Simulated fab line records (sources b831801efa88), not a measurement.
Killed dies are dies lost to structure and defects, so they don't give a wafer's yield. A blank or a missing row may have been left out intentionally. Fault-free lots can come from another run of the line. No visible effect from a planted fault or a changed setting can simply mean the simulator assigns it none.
Comparing a struck lot with a sound one / flow sky130 / 33 out of 708 route steps
Sound: the wafers L579.1, L579.2, L579.6. Struck: wafer L591.5. At the end, the cause is stated.
For every step that has rows: the tool of each side, followed by ch and its chambers, followed by its first start. Under that, the readings that differ: sound wafers / struck wafers / difference of the means / sigmas: that difference in standard deviations of wafers without a fault.
alike: a reading whose means differ by less than 2 such deviations, as well as words and numbers matching on both sides. not compared: withheld readings; readings where some wafer has no value; bounds like >300 that might hide an equal value; numbers whose values overlap and for which the record gives no deviation.
A row with sigmas, a row that says differs or no value, or rows on one side alone: a step with any of these is where the two part. Numbers that have no deviation but don't overlap get no sigmas and don't part them. Lack of a reading on every wafer of one side parts them only where that side has two or more wafers.

first, 4 steps without rows for these wafers: SKY_METAL5_SOFTBAKE_10 (time 60 s); SKY_METAL5_EXPOSE_11 (exposes mask MM5, target cd 1600 nm); SKY_METAL5_PEB_12; SKY_METAL5_DEVELOP_13 (develop time 60 s).
SKY_METAL5_DESCUM_14: chemistry O2, time 11 s.
  sound on rie-metal-02 ch 0,1, day 46 16:28; struck on rie-metal-03 ch 1, day 48 23:53
  alike: drypump-motor-current-A, oes-product-au, temp-c
  not compared: rf-hours-counter-h
SKY_METAL5_METAL_ETCH_15: etches the open film in Cl2/BCl3, stops on SiO2, target depth 1260 nm, time 252 s.
  sound on rie-metal-02 ch 0,1, day 46 16:30; struck on rie-metal-03 ch 1, day 49 00:04
  alike: drypump-motor-current-A, oes-product-au, throttle-valve-pct
  not compared: rf-hours-counter-h
SKY_METAL5_STRIP_16: strips in O2/N2.
  sound on plasma-asher-03 ch 0,1, day 46 16:44; struck on plasma-asher-04 ch 0, day 49 00:12
  alike: drypump-motor-current-A, oes-product-au, strip-time-to-endpoint-s
  not compared: rf-hours-counter-h
then, 3 steps without rows for these wafers: SKY_METAL5_STRIP_17 (strips in post etch residue remover, time 1200 s); SKY_METAL5_CLEAN_18 (cleans in IPA, time 180 s); SKY_METAL5_CLEAN_19 (cleans in O3/DIW).
SKY_PASSIVATION_CVD_00: deposits SiO2, target thk 90 nm.
  sound on pecvd-01 ch 1,2, day 46 17:55; struck on pecvd-04 ch 2, day 49 00:44
  alike: heater-power-outer-w, heater-power-w
SKY_PASSIVATION_THK_MEAS_01:
  sound on film-metro-03 at day 46 17:56; struck on film-metro-01 at day 49 00:47
reading=PASSIVATION_CVD_00_THK (nm); sound=88.9 87.4 89.9; struck=93.3; difference=+4.6; sigmas=+4
SKY_PASSIVATION_CVD_02: deposits Si3N4, target thk 540 nm.
  sound on pecvd-04 ch 0,2, day 46 18:00; struck on pecvd-02 ch 0, day 49 00:56
reading=model.Si3N4_of_PASSIVATION_CVD_02.thk-nm (nm); sound=537.3 532 542.6; struck=324.7; difference=-212.6; sigmas=
  alike: heater-power-outer-w, heater-power-w
SKY_PASSIVATION_THK_MEAS_03:
  sound on film-metro-04 at day 46 18:14; struck on film-metro-04 at day 49 01:18
reading=PASSIVATION_CVD_02_THK (nm); sound=537 532 542; struck=325; difference=-212; sigmas=-28
  not compared: hold
then, 6 steps without rows for these wafers: SKY_PASSIVATION_HMDS_05 (prime time 60 s); SKY_PASSIVATION_COAT_06 (resist thk 3000 nm); SKY_PASSIVATION_SOFTBAKE_07; SKY_PASSIVATION_EXPOSE_08 (exposes mask NSM, target cd 3000 nm); SKY_PASSIVATION_PEB_09; SKY_PASSIVATION_DEVELOP_10 (develop time 60 s).
SKY_PASSIVATION_ETCH_11: etches the open film in CF4/O2, stops on AlCu, target depth 725 nm, time 161.1 s.
  sound on rie-diel-03 ch 0,3, day 47 14:01; struck on rie-diel-03 ch 0, day 49 18:25
reading=oes-product-au (a.u.); sound=0.969 0.966 0.975; struck=0.797; difference=-0.173; sigmas=-22
reading=throttle-valve-pct (%); sound=5.958 5.949 5.974; struck=5.916; difference=-0.044; sigmas=-5
reading=model.etch.depth-nm (nm); sound=701.5 693.9 707.1; struck=492.6; difference=-208.2; sigmas=
reading=model.PASSIVATION.feature-depth-nm (nm); sound=701.5 693.9 707.1; struck=492.6; difference=-208.2; sigmas=
  alike: drypump-motor-current-A
  not compared: rf-hours-counter-h
SKY_PASSIVATION_STRIP_12: strips in O2/N2.
  sound on plasma-asher-02 ch 0,1, day 47 14:07; struck on plasma-asher-02 ch 1, day 49 18:32
  alike: drypump-motor-current-A, oes-product-au, strip-time-to-endpoint-s
  not compared: rf-hours-counter-h
then, 7 steps without rows for these wafers: SKY_PAD_OPEN_DEHYDRATE_00 (time 60 s); SKY_PAD_OPEN_HMDS_01 (prime time 60 s); SKY_PAD_OPEN_COAT_02 (resist thk 3000 nm); SKY_PAD_OPEN_SOFTBAKE_03; SKY_PAD_OPEN_EXPOSE_04 (exposes mask PDM, target cd 60000 nm); SKY_PAD_OPEN_PEB_05; SKY_PAD_OPEN_DEVELOP_06 (develop time 60 s).
SKY_PAD_OPEN_ETCH_07: etches the open film in CF4/O2, stops on AlCu, target depth 725 nm, time 161.1 s.
  sound on rie-diel-01 ch 1,2,3, day 48 08:49; struck on rie-diel-01 ch 1, day 50 10:49
reading=oes-product-au (a.u.); sound=0.974 0.962 0.983; struck=0.799; difference=-0.174; sigmas=-23
reading=throttle-valve-pct (%); sound=5.968 5.962 5.960; struck=5.915; difference=-0.048; sigmas=-5
reading=model.etch.depth-nm (nm); sound=701.5 693.9 707.1; struck=492.6; difference=-208.2; sigmas=
reading=model.PAD_OPEN.feature-depth-nm (nm); sound=701.5 693.9 707.1; struck=492.6; difference=-208.2; sigmas=
  alike: drypump-motor-current-A
  not compared: rf-hours-counter-h
then, 1 step without rows for these wafers: SKY_PAD_OPEN_STRIP_08 (strips in O2/N2).
SKY_PAD_OPEN_STRIP_09: strips in post etch residue remover, time 1200 s.
  sound on wet-bench-03 ch 2, day 48 09:01; struck on wet-bench-04 ch 2, day 50 10:58
reading=model.Si3N4_of_PASSIVATION_CVD_02.thk-nm (nm); sound=536.9 531.6 542.2; struck=324.3; difference=-212.6; sigmas=
  alike: bath-guard-temp-C, temp-c
then, 1 step without rows for these wafers: SKY_PAD_OPEN_CLEAN_10 (cleans in IPA, time 180 s).

WHERE THEY PART
First at SKY_PASSIVATION_THK_MEAS_01; last, within this record, at SKY_PAD_OPEN_ETCH_07. Later steps at which nothing parts them and some readings are alike: SKY_PAD_OPEN_STRIP_09.

WHY: the cause the simulator had injected
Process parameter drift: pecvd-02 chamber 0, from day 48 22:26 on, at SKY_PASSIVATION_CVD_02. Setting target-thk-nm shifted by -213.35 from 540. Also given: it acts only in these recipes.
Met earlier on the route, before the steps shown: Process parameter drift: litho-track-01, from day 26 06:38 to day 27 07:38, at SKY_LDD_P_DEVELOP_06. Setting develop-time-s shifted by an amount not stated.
